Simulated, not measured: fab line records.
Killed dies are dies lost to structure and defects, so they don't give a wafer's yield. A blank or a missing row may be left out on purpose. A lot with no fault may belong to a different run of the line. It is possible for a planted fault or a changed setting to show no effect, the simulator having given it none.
fab line records + flow sfq-line
record
- lots=6
- wafers=18
- last-day=87
route steps=325 shown M7@288 I7@296
lots that met no fault: taken from a fault-free run of the same line
start-h: start of the lot's first displayed wafer, in hours after the record's first day + wait-h: hours since the lot's step before + " identical to the entry in the row above + L1.1+2: several wafers, shown together as one row + - no value, or no start was given + * or withheld: withheld + < > ~ a bound
route shown NAME@n: names a module that has steps shown in the file, with the first one's number in the route + usual: the fault-free wafers' mean and standard deviation + same: alike in all rows + chamber/n: place in a boat + sites: each site's reading + _std_site: the values' standard deviation + _edge_site: mean of outer sites minus mean of inner sites + radius-mm: how far each site lies from the wafer's centre + mask NAME#n: copy n + behind: the tool/chamber that last shaped the wafer + hold: reason for holding the lot/hours on hold/outcome of the hold + device: the n, p or np transistor that did not switch + end of line: tests of these same wafers at the route's end + step lacking rows: just its recipe + killed: count of dies lost to structure and defects at first sort (not the wafer's yield) + map: shows each die of a wafer: x if killed, . if not, _ if none is there
set.NAME: the setting as run; set.NAME@STEP: as run at that earlier step + model.NAME: the simulator's own value behind a step, which no gauge read
a table for each step, a row for each wafer; lots at some steps of the route
services: when a tool's chamber went out of use (start-h, in hours from the record's first day, below 0 if earlier), for how many hours, and the reason
## steps
# step SFQ_TRILAYER_M7_LITHO_EXPOSE_178
# recipe
- mask-id=M7
- na=0.6
- source-shape=conventional
- sigma-outer=0.65
- target-cd-nm=500
- dose-mj=14.4
# step SFQ_TRILAYER_M7_LITHO_PEB_180
# recipe
- peb-temp-c=115
- peb-time-s=60
- resist=KrF
# step SFQ_TRILAYER_M7_LITHO_DEVELOP_179
# recipe
- time-s=60
- resist=KrF
# step SFQ_M7_OVL_MEAS_945
# usual
- M7_OVL=1/6.4
| lot.wafer | tool       | chamber | start-h | wait-h | M7_OVL[nm] |
|-----------|------------|---------|---------|--------|------------|
| L749.1    | overlay-01 | -       | 1686.73 | 0.1    | 5          |
| L749.3    | "          | -       | "       | "      | 9          |
| L749.5    | "          | -       | "       | "      | 6          |
| L761.2    | overlay-02 | -       | 1941.45 | 0.1    | -8         |
| L761.3    | "          | -       | "       | "      | 1          |
| L761.4    | "          | -       | "       | "      | -9         |
| L763.2    | overlay-01 | -       | 1950.75 | 0.1    | 2          |
| L763.5    | "          | -       | "       | "      | 0          |
| L763.6    | "          | -       | "       | "      | 6          |
| L765.1    | overlay-01 | -       | 1959.87 | 0.1    | 1          |
| L765.4    | "          | -       | "       | "      | -3         |
| L765.5    | "          | -       | "       | "      | 5          |
| L766.2    | overlay-01 | -       | 1962.28 | 0.1    | 10         |
| L766.3    | "          | -       | "       | "      | 7          |
| L766.6    | "          | -       | "       | "      | 9          |
| L769.2    | overlay-01 | -       | 1984.66 | 0.1    | -6         |
| L769.4    | "          | -       | "       | "      | -3         |
| L769.5    | "          | -       | "       | "      | -7         |
# step SFQ_TRILAYER_M7_BARC_OPEN_METAL_ETCH_229
# recipe
- mask-material=PR
- chemistry=O2
- target-depth-nm=125
- target=BARC
- icp-w=600
- bias-w=80
- pressure-mtorr=10
- time-s=41.7
# usual
- drypump-motor-current-A=5.8/0.37
- oes-product-au=0.684/0.0046
# same
- time-s=41.7
| lot.wafer | tool         | chamber | start-h | wait-h | drypump-motor-current-A | oes-product-au | rf-hours-counter-h |
|-----------|--------------|---------|---------|--------|-------------------------|----------------|--------------------|
| L749.1    | rie-metal-01 | 1       | 1686.77 | 0.0    | 6.3                     | 0.681          | 84                 |
| L749.3    | "            | 1       | "       | "      | 6.3                     | 0.693          | -                  |
| L749.5    | "            | 0       | "       | "      | 6.1                     | 0.682          | -                  |
| L761.2    | rie-metal-02 | 0       | 1941.48 | 0.0    | 5.7                     | 0.688          | 3                  |
| L761.3    | "            | 0       | "       | "      | 5.7                     | 0.678          | -                  |
| L761.4    | "            | 1       | "       | "      | 5.7                     | 0.680          | -                  |
| L763.2    | rie-metal-02 | 0       | 1950.78 | 0.0    | 5.6                     | 0.692          | 4                  |
| L763.5    | "            | 1       | "       | "      | 5.7                     | 0.689          | -                  |
| L763.6    | "            | 0       | "       | "      | 5.7                     | 0.681          | -                  |
| L765.1    | rie-metal-02 | 1       | 1959.91 | 0.0    | 5.8                     | 0.681          | 69                 |
| L765.4    | "            | 0       | "       | "      | 5.6                     | 0.680          | -                  |
| L765.5    | "            | 1       | "       | "      | 5.7                     | 0.684          | -                  |
| L766.2    | rie-metal-04 | 0       | 1962.33 | 0.0    | 5.0                     | 0.689          | -                  |
| L766.3    | "            | 0       | "       | "      | 5.0                     | 0.680          | -                  |
| L766.6    | "            | 0       | "       | "      | 5.0                     | 0.673          | -                  |
| L769.2    | rie-metal-01 | 1       | 1984.69 | 0.0    | 6.3                     | 0.687          | 131                |
| L769.4    | "            | 0       | "       | "      | 6.1                     | 0.687          | -                  |
| L769.5    | "            | 0       | "       | "      | 6.2                     | 0.677          | -                  |
# step SFQ_TRILAYER_M7_ETCH_METAL_ETCH_180
# recipe
- target=Nb
- stop-on=SiO2
- mask-material=PR
- chemistry=Cl2/Ar
- target-depth-nm=240
- icp-w=600
- bias-w=80
- pressure-mtorr=10
- time-s=120
# step SFQ_TRILAYER_M7_STRIP_STRIP_181
# recipe
- gas=O2
- power-w=200
- platen-temp-c=40
- overash-fraction=0.65
- chemistry=O2
- pressure-mtorr=50
# usual
- drypump-motor-current-A=5.8/0.37
- oes-product-au=1.002/0.016
| lot.wafer | tool         | chamber | start-h | wait-h | drypump-motor-current-A | oes-product-au | rf-hours-counter-h |
|-----------|--------------|---------|---------|--------|-------------------------|----------------|--------------------|
| L749.1    | rie-metal-01 | 1       | 1686.95 | 0.1    | 6.3                     | 1.007          | 84                 |
| L749.3    | "            | 1       | "       | "      | 6.3                     | 1.001          | -                  |
| L749.5    | "            | 0       | "       | "      | 6.1                     | 1.025          | -                  |
| L761.2    | rie-metal-02 | 0       | 1941.67 | 0.1    | 5.6                     | 1.008          | 3                  |
| L761.3    | "            | 0       | "       | "      | 5.6                     | 0.999          | -                  |
| L761.4    | "            | 1       | "       | "      | 5.7                     | 0.983          | -                  |
| L763.2    | rie-metal-02 | 0       | 1950.97 | 0.1    | 5.6                     | 1.010          | 4                  |
| L763.5    | "            | 1       | "       | "      | 5.7                     | 0.982          | -                  |
| L763.6    | "            | 0       | "       | "      | 5.6                     | 1.012          | -                  |
| L765.1    | rie-metal-02 | 1       | 1960.09 | 0.1    | 5.7                     | 0.986          | 70                 |
| L765.4    | "            | 0       | "       | "      | 5.6                     | 1.005          | -                  |
| L765.5    | "            | 1       | "       | "      | 5.7                     | 0.998          | -                  |
| L766.2    | rie-metal-04 | 0       | 1962.88 | 0.4    | 5.0                     | 0.984          | -                  |
| L766.3    | "            | 0       | "       | "      | 5.0                     | 0.999          | -                  |
| L766.6    | "            | 0       | "       | "      | 5.0                     | 0.996          | -                  |
| L769.2    | rie-metal-01 | 1       | 1984.87 | 0.1    | 6.3                     | 1.020          | 132                |
| L769.4    | "            | 0       | "       | "      | 6.1                     | 1.024          | -                  |
| L769.5    | "            | 0       | "       | "      | 6.1                     | 1.019          | -                  |
# step SFQ_TRILAYER_M7_STRIP_SOLV_CLEAN_182
# recipe
- chemistry=NMP
- temp-c=70
- time-s=600
# step SFQ_TRILAYER_I7_DEP_PECVD_183
# recipe
- material=SiO2
- temp-c=150
- time-s=111.11
- pressure-torr=2.4
- rf-w=183.3
- precursor=SiH4/N2O
- target-thk-nm=500
# step SFQ_TRILAYER_I7_CMP_CMP_184
# recipe
- material=SiO2
- down-force-psi=3
- platen-rpm=60
- pad-velocity-m-s=0.94248
# usual
- head-pressure-psi=3.000/0.0071
- motor-current-A=9.9/1.5
- time-to-endpoint-s=218/6.4
| lot.wafer | tool   | chamber | start-h | wait-h | head-pressure-psi | motor-current-A | time-to-endpoint-s |
|-----------|--------|---------|---------|--------|-------------------|-----------------|--------------------|
| L749.3    | cmp-02 | 3       | 1688.31 | 0.5    | 2.999             | 9.5             | 202                |
| L749.1    | "      | 0       | "       | "      | 3.002             | 9.9             | 205                |
| L749.5    | "      | 2       | 1689.81 | 2.0    | 3.002             | 9.4             | 220                |
| L761.2    | cmp-02 | 2       | 1943.54 | 1.1    | 2.988             | 9.0             | 226                |
| L761.4    | "      | 3       | "       | "      | 3.008             | 9.5             | 227                |
| L761.3    | "      | 1       | 1945.04 | 2.6    | 3.009             | 11.6            | 221                |
| L763.2    | cmp-01 | 3       | 1954.92 | 3.1    | 3.001             | 12.1            | 230                |
| L763.6    | "      | 1       | 1955.92 | 4.1    | 2.990             | 9.5             | 223                |
| L763.5    | "      | 2       | "       | "      | 3.009             | 8.4             | 227                |
| L765.4    | cmp-02 | 2       | 1967.54 | 6.6    | 3.005             | 9.5             | 222                |
| L765.1    | "      | 0       | 1968.54 | 7.6    | 3.001             | 10.0            | 208                |
| L765.5    | "      | 2       | 1969.54 | 8.6    | 3.001             | 8.8             | 221                |
| L766.3    | cmp-02 | 0       | 1971.11 | 7.0    | 2.994             | 10.3            | 211                |
| L766.2    | "      | 1       | "       | "      | 3.000             | 11.9            | 219                |
| L766.6    | "      | 1       | 1973.61 | 9.5    | 3.007             | 11.6            | 220                |
| L769.2    | cmp-02 | 2       | 1998.11 | 12.4   | 3.003             | 9.6             | 213                |
| L769.4    | "      | 0       | 1999.11 | 13.4   | 3.008             | 9.9             | 218                |
| L769.5    | "      | 2       | 2000.11 | 14.4   | 2.996             | 9.9             | 218                |
# step SFQ_I7_BOW_MEAS_946
# recipe
- mode=bow
# usual
- I7_BOW=3/12
| lot.wafer | tool          | chamber | start-h | wait-h | I7_BOW[um] |
|-----------|---------------|---------|---------|--------|------------|
| L749.1    | film-metro-02 | -       | 1690.81 | 1.5    | 11         |
| L749.3    | "             | -       | "       | "      | -7         |
| L749.5    | "             | -       | "       | "      | 24         |
| L761.2    | film-metro-03 | -       | 1946.56 | 2.5    | -2         |
| L761.3    | "             | -       | "       | "      | -8         |
| L761.4    | "             | -       | "       | "      | -9         |
| L763.2    | film-metro-02 | -       | 1956.94 | 1.5    | -1         |
| L763.5    | "             | -       | "       | "      | 10         |
| L763.6    | "             | -       | "       | "      | 11         |
| L765.1    | film-metro-03 | -       | 1970.54 | 1.5    | 9          |
| L765.4    | "             | -       | "       | "      | 8          |
| L765.5    | "             | -       | "       | "      | 16         |
| L766.2    | film-metro-04 | -       | 1974.13 | 2.0    | 25         |
| L766.3    | "             | -       | "       | "      | 14         |
| L766.6    | "             | -       | "       | "      | 13         |
| L769.2    | film-metro-03 | -       | 2001.13 | 2.5    | 34         |
| L769.4    | "             | -       | "       | "      | 37         |
| L769.5    | "             | -       | "       | "      | 35         |
# step SFQ_TRILAYER_I7_METRO_MEASURE_185
# usual
- thk-nm=200.8/1
| lot.wafer | tool          | chamber | start-h | wait-h | thk-nm |
|-----------|---------------|---------|---------|--------|--------|
| L749.1    | film-metro-02 | -       | 1690.93 | 0.1    | 200.8  |
| L749.3    | "             | -       | "       | "      | 201.1  |
| L749.5    | "             | -       | "       | "      | 201.2  |
| L761.2    | film-metro-03 | -       | 1946.86 | 0.3    | 200.7  |
| L761.3    | "             | -       | "       | "      | 200.7  |
| L761.4    | "             | -       | "       | "      | 200.1  |
| L763.2    | film-metro-02 | -       | 1957.24 | 0.3    | 201.3  |
| L763.5    | "             | -       | "       | "      | 201.0  |
| L763.6    | "             | -       | "       | "      | 199.8  |
| L765.1    | film-metro-03 | -       | 1970.66 | 0.1    | 200.8  |
| L765.4    | "             | -       | "       | "      | 199.1  |
| L765.5    | "             | -       | "       | "      | 200.2  |
| L766.2    | film-metro-04 | -       | 1974.43 | 0.3    | 200.2  |
| L766.3    | "             | -       | "       | "      | 200.6  |
| L766.6    | "             | -       | "       | "      | 200.6  |
| L769.2    | film-metro-03 | -       | 2001.43 | 0.3    | 201.3  |
| L769.4    | "             | -       | "       | "      | 199.7  |
| L769.5    | "             | -       | "       | "      | 200.3  |
# step SFQ_TRILAYER_I7_VIA_LITHO_COAT_192
# recipe
- resist=BARC
- spin-rpm=3000
- resist-thk-nm=62
# usual
- spin-speed-rpm=3000.0/2
| lot.wafer | tool           | chamber | start-h | wait-h | spin-speed-rpm | model.BARC_of_TRILAYER_I7_VIA_LITHO_COAT_192.thk-nm |
|-----------|----------------|---------|---------|--------|----------------|-----------------------------------------------------|
| L749.1    | litho-track-04 | 0       | 1692.13 | 1.0    | 3001.2         | 62.15                                               |
| L749.3    | "              | 0       | "       | "      | 2997.5         | 62.06                                               |
| L749.5    | "              | 0       | "       | "      | 3000.5         | 62.02                                               |
| L761.2    | litho-track-04 | 0       | 1947.91 | 0.8    | 3002.0         | 62.01                                               |
| L761.3    | "              | 0       | "       | "      | 3004.6         | 61.79                                               |
| L761.4    | "              | 0       | "       | "      | 2997.5         | 61.96                                               |
| L763.2    | litho-track-04 | 0       | 1958.29 | 0.8    | 3214.4         | 60.21                                               |
| L763.5    | "              | 0       | "       | "      | 3213.2         | 60.01                                               |
| L763.6    | "              | 0       | "       | "      | 3214.8         | 60.14                                               |
| L765.1    | litho-track-02 | 0       | 1971.86 | 1.0    | 3001.6         | 61.97                                               |
| L765.4    | "              | 0       | "       | "      | 2996.7         | 61.83                                               |
| L765.5    | "              | 0       | "       | "      | 2998.0         | 62.04                                               |
| L766.2    | litho-track-04 | 0       | 1975.48 | 0.8    | 3215.1         | 59.89                                               |
| L766.3    | "              | 0       | "       | "      | 3213.3         | 59.97                                               |
| L766.6    | "              | 0       | "       | "      | 3210.4         | 59.86                                               |
| L769.2    | litho-track-02 | 0       | 2002.48 | 0.8    | 3000.9         | 62.15                                               |
| L769.4    | "              | 0       | "       | "      | 3000.6         | 61.95                                               |
| L769.5    | "              | 0       | "       | "      | 3001.0         | 61.96                                               |
# step SFQ_TRILAYER_I7_VIA_LITHO_COAT_187
# recipe
- resist=KrF
- spin-rpm=3000
- resist-thk-nm=650
# step SFQ_TRILAYER_I7_VIA_LITHO_SOFTBAKE_191
# recipe
- temp-c=withheld
- time-s=withheld
- resist=KrF
# step SFQ_TRILAYER_I7_VIA_LITHO_EXPOSE_188
# recipe
- mask-id=I7
- na=0.6
- source-shape=conventional
- sigma-outer=0.65
- target-cd-nm=1000
- dose-mj=21.3
# step SFQ_TRILAYER_I7_VIA_LITHO_PEB_190
# recipe
- peb-temp-c=115
- peb-time-s=60
- resist=KrF
# step SFQ_TRILAYER_I7_VIA_LITHO_DEVELOP_189
# recipe
- time-s=60
- resist=KrF
# step SFQ_I7_OVL_MEAS_947
# usual
- I7_OVL=1/6.5
| lot.wafer | tool       | chamber | start-h | wait-h | I7_OVL[nm] |
|-----------|------------|---------|---------|--------|------------|
| L749.1    | overlay-01 | -       | 1782.88 | 0.1    | -1         |
| L749.3    | "          | -       | "       | "      | -4         |
| L749.5    | "          | -       | "       | "      | -5         |
| L761.2    | overlay-01 | -       | 2029.16 | 0.1    | 2          |
| L761.3    | "          | -       | "       | "      | 4          |
| L761.4    | "          | -       | "       | "      | 5          |
| L763.2    | overlay-02 | -       | 2033.96 | 0.1    | -7         |
| L763.5    | "          | -       | "       | "      | -5         |
| L763.6    | "          | -       | "       | "      | -10        |
| L765.1    | overlay-02 | -       | 2045.87 | 0.1    | 0          |
| L765.4    | "          | -       | "       | "      | -11        |
| L765.5    | "          | -       | "       | "      | -1         |
| L766.2    | overlay-01 | -       | 2049.60 | 0.1    | 2          |
| L766.3    | "          | -       | "       | "      | 1          |
| L766.6    | "          | -       | "       | "      | 1          |
| L769.2    | overlay-02 | -       | 2075.93 | 0.1    | -4         |
| L769.4    | "          | -       | "       | "      | -2         |
| L769.5    | "          | -       | "       | "      | -6         |
# step SFQ_TRILAYER_I7_VIA_BARC_OPEN_VIA_ETCH_260
# recipe
- mask-material=PR
- chemistry=O2
- target-depth-nm=125
- target=BARC
- source-w=500
- bias-w=80
- pressure-mtorr=30
- time-s=41.7
# usual
- drypump-motor-current-A=5.6/0.3
- oes-product-au=0.686/0.0045
# same
- time-s=41.7
| lot.wafer | tool        | chamber | start-h | wait-h | drypump-motor-current-A | oes-product-au | rf-hours-counter-h | model.etch.depth-nm |
|-----------|-------------|---------|---------|--------|-------------------------|----------------|--------------------|---------------------|
| L749.1    | rie-diel-04 | 0       | 1782.92 | 0.0    | 5.3                     | 0.685          | 3                  | 62.15               |
| L749.3    | "           | 1       | "       | "      | 6.0                     | 0.680          | 4                  | 62.06               |
| L749.5    | "           | 2       | "       | "      | 5.6                     | 0.683          | -                  | 62.02               |
| L761.2    | rie-diel-04 | 1       | 2029.19 | 0.0    | 6.0                     | 0.680          | 7                  | 62.01               |
| L761.3    | "           | 2       | "       | "      | 5.6                     | 0.681          | 2                  | 61.79               |
| L761.4    | "           | 3       | "       | "      | 5.4                     | 0.684          | 6                  | 61.96               |
| L763.2    | rie-diel-04 | 0       | 2033.99 | 0.0    | 5.3                     | 0.677          | 6                  | 60.21               |
| L763.5    | "           | 3       | "       | "      | 5.4                     | 0.670          | -                  | 60.01               |
| L763.6    | "           | 0       | "       | "      | 5.3                     | 0.676          | -                  | 60.14               |
| L765.1    | rie-diel-02 | 2       | 2045.91 | 0.0    | 6.0                     | 0.677          | 7                  | 61.97               |
| L765.4    | "           | 1       | "       | "      | 5.0                     | 0.687          | 1                  | 61.83               |
| L765.5    | "           | 0       | "       | "      | 5.6                     | 0.688          | -                  | 62.04               |
| L766.2    | rie-diel-04 | 1       | 2049.63 | 0.0    | 6.0                     | 0.672          | 7                  | 59.89               |
| L766.3    | "           | 0       | "       | "      | 5.4                     | 0.680          | 6                  | 59.97               |
| L766.6    | "           | 3       | "       | "      | 5.4                     | 0.668          | -                  | 59.86               |
| L769.2    | rie-diel-04 | 0       | 2075.96 | 0.0    | 5.3                     | 0.686          | 7                  | 62.15               |
| L769.4    | "           | 1       | "       | "      | 6.0                     | 0.689          | -                  | 61.95               |
| L769.5    | "           | 0       | "       | "      | 5.3                     | 0.695          | -                  | 61.96               |
# step SFQ_TRILAYER_I7_VIA_ETCH_VIA_ETCH_190
# recipe
- target=SiO2
- stop-on=Nb
- mask-material=PR
- taper-deg=20
- chemistry=CHF3
- target-depth-nm=260
- source-w=500
- bias-w=80
- pressure-mtorr=30
- time-s=withheld
# usual
- drypump-motor-current-A=5.6/0.3
- oes-product-au=0.856/0.0052
| lot.wafer | tool        | chamber | start-h | wait-h | drypump-motor-current-A | oes-product-au |
|-----------|-------------|---------|---------|--------|-------------------------|----------------|
| L749.1    | rie-diel-04 | 0       | 1782.96 | 0.0    | 5.3                     | 0.849          |
| L749.3    | "           | 1       | "       | "      | 6.0                     | 0.856          |
| L749.5    | "           | 2       | "       | "      | 5.6                     | 0.857          |
| L761.2    | rie-diel-04 | 1       | 2029.22 | 0.0    | 6.0                     | 0.864          |
| L761.3    | "           | 2       | "       | "      | 5.6                     | 0.858          |
| L761.4    | "           | 3       | "       | "      | 5.4                     | 0.850          |
| L763.2    | rie-diel-04 | 0       | 2034.02 | 0.0    | 5.4                     | 0.864          |
| L763.5    | "           | 3       | "       | "      | 5.4                     | 0.855          |
| L763.6    | "           | 0       | "       | "      | 5.3                     | 0.854          |
| L765.1    | rie-diel-02 | 2       | 2045.95 | 0.0    | 6.0                     | 0.850          |
| L765.4    | "           | 1       | "       | "      | 5.0                     | 0.851          |
| L765.5    | "           | 0       | "       | "      | 5.6                     | 0.858          |
| L766.2    | rie-diel-04 | 1       | 2049.67 | 0.0    | 6.0                     | 0.860          |
| L766.3    | "           | 0       | "       | "      | 5.3                     | 0.851          |
| L766.6    | "           | 3       | "       | "      | 5.4                     | 0.858          |
| L769.2    | rie-diel-04 | 0       | 2076.00 | 0.0    | 5.3                     | 0.862          |
| L769.4    | "           | 1       | "       | "      | 6.0                     | 0.850          |
| L769.5    | "           | 0       | "       | "      | 5.3                     | 0.861          |
## services
| tool          | chamber | start-h | hours | kind   |
|---------------|---------|---------|-------|--------|
| rie-metal-02  | 0       | 1671.76 | 24.8  | repair |
| rie-metal-01  | -       | 1689.12 | 0.3   | repair |
| cmp-02        | -       | 1701.15 | 6.3   | pm     |
| rie-diel-04   | 3       | 1726.92 | 32.9  | repair |
| film-metro-03 | -       | 1729.18 | 0.3   | pm     |
| rie-diel-04   | 1       | 1776.59 | 5.1   | repair |
| cmp-02        | -       | 1778.44 | 6.4   | repair |
| cmp-02        | -       | 1784.84 | 4.0   | pm     |
| rie-diel-04   | 2       | 1793.52 | 6.5   | repair |
| rie-metal-01  | -       | 1795.53 | 2.8   | pm     |
| rie-diel-04   | 3       | 1849.04 | 14.0  | repair |
| cmp-02        | -       | 1885.38 | 0.3   | repair |
| cmp-02        | -       | 1889.40 | 0.7   | repair |
| rie-diel-04   | 0       | 1896.11 | 1.3   | repair |
| rie-metal-02  | -       | 1900.98 | 2.8   | pm     |
| cmp-02        | -       | 1949.72 | 0.9   | repair |
| rie-metal-01  | 1       | 1949.78 | 1.0   | repair |
| rie-metal-01  | 0       | 1971.81 | 4.8   | repair |
| rie-diel-04   | 1       | 2008.34 | 16.7  | repair |
| rie-diel-04   | -       | 2013.14 | 1.5   | repair |
| cmp-02        | -       | 2017.92 | 15.5  | repair |
| rie-diel-04   | 1       | 2058.55 | 6.9   | repair |
| cmp-02        | -       | 2070.15 | 4.8   | pm     |
| rie-diel-04   | 2       | 2074.15 | 9.2   | repair |
## key
first-sign
- step=SFQ_TRILAYER_I7_VIA_LITHO_COAT_192
- reading=spin-speed-rpm
- direction=up
- sigmas=99+
- usual=3000.0
- struck=3213.5
effect
- step=SFQ_TRILAYER_I7_VIA_BARC_OPEN_VIA_ETCH_260
- reading=oes-product-au
- direction=down
- sigmas=2.6
- usual=0.686
- struck=0.674
model-effect
- step=SFQ_TRILAYER_I7_VIA_LITHO_COAT_192
- value=BARC_of_TRILAYER_I7_VIA_LITHO_COAT_192.thk-nm
- without=62.1
- struck=60.01
model-effect
- step=SFQ_TRILAYER_I7_VIA_BARC_OPEN_VIA_ETCH_260
- value=etch.depth-nm
- without=62.1
- struck=60.01
met-at SFQ_TRILAYER_I7_VIA_LITHO_COAT_192
struck-wafers L763.2,L763.5,L763.6,L766.2,L766.3,L766.6
onset-between 1947.91 1958.29
fault
- kind=process-parameter-drift
- tool=litho-track-04
- chamber=-
- onset-h=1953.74
- steps=SFQ_TRILAYER_I7_VIA_LITHO_COAT_192
- channel=spin-rpm
- offset=212.27
- shape=step
- end-h=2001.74
- acts-in=these-recipes-only
- stated=3000
